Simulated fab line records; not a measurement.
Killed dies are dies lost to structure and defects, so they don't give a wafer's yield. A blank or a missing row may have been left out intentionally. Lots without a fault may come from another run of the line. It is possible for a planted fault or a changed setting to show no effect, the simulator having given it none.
Chamber matching | flow sky130 | SKY_LI_CONTACT_CMP_02 on cmp-01: 4 sister chambers
The step polishes PSG. 24 wafers are shown with their chamber, then 12 later ones without.

EACH WAFER AND ITS CHAMBER
wafer  | chamber | motor-current-A (A) | time-to-endpoint-s (s) | slurry-filter-dp-kPa (kPa)
L074.2 | 0       | 12.8                | 33.1                   | 13.62
L074.3 | 1       | 11.8                | 29.7                   | 13.42
L074.4 | 3       | 15.0                | 33.3                   | 13.39
L075.1 | 3       | 15.2                | 33.2                   | 13.68
L075.4 | 1       | 11.3                | 32.8                   | 13.27
L075.5 | 3       | 14.8                | 33.2                   | 13.44
L079.2 | 2       | 12.2                | 37.1                   | 13.45
L079.4 | 1       | 12.0                | 31.4                   | 13.45
L079.6 | 3       | 14.4                | 31.2                   | 13.55
L080.3 | 1       | 11.0                | 26.9                   | 13.56
L080.5 | 3       | 14.4                | 31.3                   | 13.57
L080.6 | 2       | 11.4                | 34.9                   | 13.26
L081.1 | 1       | 11.8                | 26.9                   | 13.71
L081.3 | 0       | 12.5                | 33.4                   | 13.35
L081.5 | 3       | 15.2                | 30.0                   | 13.63
L082.1 | 3       | 15.1                | 32.3                   | 13.50
L082.3 | 0       | 12.9                | 33.8                   | 13.43
L082.6 | 2       | 11.8                | 31.8                   | 13.64
L086.1 | 2       | 11.8                | 33.4                   | 13.65
L086.3 | 0       | 12.1                | 30.8                   | 13.37
L086.6 | 3       | 15.2                | 33.5                   | 13.47
L087.1 | 1       | 11.7                | 27.0                   | 13.55
L087.2 | 0       | 12.1                | 34.2                   | 13.61
L087.5 | 1       | 11.2                | 28.3                   | 13.55

SIGNATURES (averages over the wafers above)
reading              | chamber 0 | chamber 1 | chamber 2 | chamber 3 | scatter within a chamber
motor-current-A      | 12.480    | 11.543    | 11.800    | 14.912    | 0.357
time-to-endpoint-s   | 33.060    | 29.000    | 34.300    | 32.250    | 1.84
slurry-filter-dp-kPa | 13.4760   | 13.5014   | 13.5000   | 13.5288   | 0.133
Rule: for a wafer and a chamber, the distance is found by dividing, reading by reading, the gap between the wafer's reading and the chamber's mean by the reading's scatter, squaring, summing and taking the root. The wafer belongs to the nearest chamber; if the next one is less than 2 further off, it can't be placed. The scatter: the root of (the sum of the squares of (reading less its chamber's mean) over the shown wafers, divided by (wafers less chambers)).

WAFERS WITH NO CHAMBER GIVEN
wafer  | motor-current-A (A) | time-to-endpoint-s (s) | slurry-filter-dp-kPa (kPa)
L091.1 | 11.2                | 30.5                   | 13.72
L091.2 | 11.3                | 30.1                   | 13.34
L091.5 | 12.1                | 32.2                   | 13.31
L092.1 | 14.7                | 35.7                   | 13.52
L092.3 | 12.1                | 35.0                   | 13.38
L092.6 | 12.6                | 35.7                   | 13.70
L093.1 | 11.8                | 33.6                   | 13.51
L093.3 | 11.6                | 30.8                   | 13.64
L093.4 | 15.0                | 33.6                   | 13.55
L095.4 | 11.5                | 32.0                   | 13.61
L095.5 | 11.9                | 35.5                   | 13.43
L095.6 | 11.6                | 29.0                   | 13.43

EACH ONE'S CHAMBER
wafer  | from the rows above          | in truth
L091.1 | can't be placed: 1 or 2      | 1
L091.2 | can't be placed: 1 or 2      | 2
L091.5 | can't be placed: 0 or 2 or 1 | 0
L092.1 | 3                            | 3
L092.3 | can't be placed: 2 or 0      | 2
L092.6 | can't be placed: 0 or 2      | 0
L093.1 | can't be placed: 2 or 0      | 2
L093.3 | can't be placed: 1 or 2 or 0 | 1
L093.4 | 3                            | 3
L095.4 | can't be placed: 2 or 1 or 0 | 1
L095.5 | can't be placed: 2 or 0      | 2
L095.6 | 1                            | 1
Placed correctly: 3 of 12. Not placeable from these rows: 9 (in 9, the candidates include the true chamber). Wrongly placed: 0.
